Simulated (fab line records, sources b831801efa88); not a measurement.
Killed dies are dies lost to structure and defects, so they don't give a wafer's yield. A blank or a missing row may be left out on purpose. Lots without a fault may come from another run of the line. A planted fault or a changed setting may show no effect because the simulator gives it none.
Chamber matching | flow sfq_line | SFQ_TRILAYER_I1_CMP_CMP_046 on cmp-01: 4 sister chambers
The step polishes SiO2. 8 wafers are shown with their chamber, then 7 later ones without.

WAFERS WITH THEIR CHAMBER
wafer  | chamber | motor_current_A (A) | time_to_endpoint_s (s)
L968.6 | 0       | 12.0                | 205
L969.1 | 0       | 12.6                | 216
L977.2 | 1       | 8.0                 | 222
L977.6 | 1       | 7.3                 | 232
L980.1 | 2       | 10.8                | 220
L980.5 | 3       | 10.5                | 215
L983.1 | 2       | 10.7                | 209
L983.3 | 3       | 10.5                | 206

WAFERS WITHOUT THEIR CHAMBER
wafer  | motor_current_A (A) | time_to_endpoint_s (s)
L983.4 | 12.4                | 211
L984.1 | 10.3                | 205
L984.4 | 12.2                | 214
L984.6 | 12.6                | 211
L986.1 | 10.0                | 211
L986.3 | 10.6                | 216
L986.6 | 7.6                 | 236

WHICH CHAMBER EACH WENT THROUGH
wafer  | from the rows above     | in truth
L983.4 | 0                       | 0
L984.1 | can't be placed: 3 or 2 | 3
L984.4 | 0                       | 0
L984.6 | 0                       | 0
L986.1 | can't be placed: 3 or 2 | 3
L986.3 | can't be placed: 2 or 3 | 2
L986.6 | 1                       | 1
Placed correctly: 4 of 7. Can't be placed from these rows: 3 (the true chamber is among the candidates in 3). Placed wrongly: 0.
How it was worked out, from the rows above alone: a wafer's distance from a chamber is the root of the sum, over the readings, of the square of ((its reading less the chamber's mean) divided by the reading's scatter). The wafer belongs to the nearest chamber; if the next one is less than 2 further off, it can't be placed. A chamber's mean is the mean of its shown wafers. The scatter: the root of (the sum of the squares of (reading less its chamber's mean) over the shown wafers, divided by (wafers less chambers)).
